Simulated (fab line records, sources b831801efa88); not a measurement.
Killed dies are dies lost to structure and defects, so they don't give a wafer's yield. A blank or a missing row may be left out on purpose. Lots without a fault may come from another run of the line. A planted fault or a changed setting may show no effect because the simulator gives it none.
Which tool did it? | flow sky130 | 10 lots, 30 wafers sampled, at 2 steps of a route of 708

WHAT THE GAUGES READ, wafer by wafer
SKY_VIA4_RS_MEAS_19: measures by four-point-probe.
lot  | measured     | on            | VIA4_W_RS (ohm/sq)
L762 | day 43 11:22 | film_metro-02 | 0.2264 0.2224 0.2263
L764 | day 44 05:43 | film_metro-01 | 0.2278 0.2286 0.2297
L763 | day 44 06:01 | film_metro-03 | 0.2263 0.2247 0.2252
L770 | day 45 21:02 | film_metro-02 | 0.2245 0.4133 0.4041
L774 | day 46 16:56 | film_metro-01 | 0.2244 0.4087 0.2257
L777 | day 47 10:28 | film_metro-02 | 0.2286 0.2302 0.2303
L778 | day 47 21:07 | film_metro-03 | 0.2267 0.2274 0.2274
L779 | day 48 00:38 | film_metro-01 | 0.2311 0.2299 0.2323
L780 | day 48 06:49 | film_metro-03 | 0.2280 0.2312 0.2281
L782 | day 48 09:38 | film_metro-01 | 0.2303 0.2281 0.2303

WHICH TOOL RAN EACH LOT (tool, then ch and the chambers of the sampled wafers, then the start)
lot  | SKY_VIA4_CVD_18
L762 | cvd_w-01 ch 0,1, day 43 11:14
L764 | cvd_w-02 ch 0,1, day 44 05:34
L763 | cvd_w-01 ch 0,1, day 44 05:52
L770 | cvd_w-01 ch 0,1, day 45 20:52
L774 | cvd_w-01 ch 0,1, day 46 16:46
L777 | cvd_w-02 ch 0,1, day 47 10:17
L778 | cvd_w-02 ch 0, day 47 20:52
L779 | cvd_w-02 ch 0, day 48 00:22
L780 | cvd_w-02 ch 0,1, day 48 06:38
L782 | cvd_w-02 ch 0,1, day 48 09:28
- SKY_VIA4_CVD_18: deposits W, target thk 505 nm, time 152.14 s.

THE ANSWER, worked out from the rows above alone
Rule: what is usual is taken from the lots themselves. Put in order of their means at a reading, lots are off if they are a third of the lots or fewer, leave a main group of 4 or more, and stand apart from it by a gap of 3 or more times the standard deviation of the main group's means; of several such gaps the widest counts. A main group whose means are all the same, to the digits that the tables above print for the reading, isn't used. A lot without any number at a reading at which 4 lots or more have one is off too. The other lots that the step has rows for count as sound.
Off: L770, L774, at SKY_VIA4_RS_MEAS_19 (VIA4_W_RS). The main group: mean 0.2282 ohm/sq, standard deviation 0.002.
A tool fits if, at a process step before that reading, it ran every lot that is off, and no sound lot after the first of them. The gauges at SKY_VIA4_RS_MEAS_19 are tried like those tools. One fits: cvd_w-01 at SKY_VIA4_CVD_18. Its last sound lot is L763 (day 44 05:52), its first lot that is off L770 (day 45 20:52): a fault that began between those two fits.

WHAT THE SIMULATOR HAD PUT IN
Process parameter drift: cvd_w-01, from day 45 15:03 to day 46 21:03, at SKY_VIA4_CVD_18. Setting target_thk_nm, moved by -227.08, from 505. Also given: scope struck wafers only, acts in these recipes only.
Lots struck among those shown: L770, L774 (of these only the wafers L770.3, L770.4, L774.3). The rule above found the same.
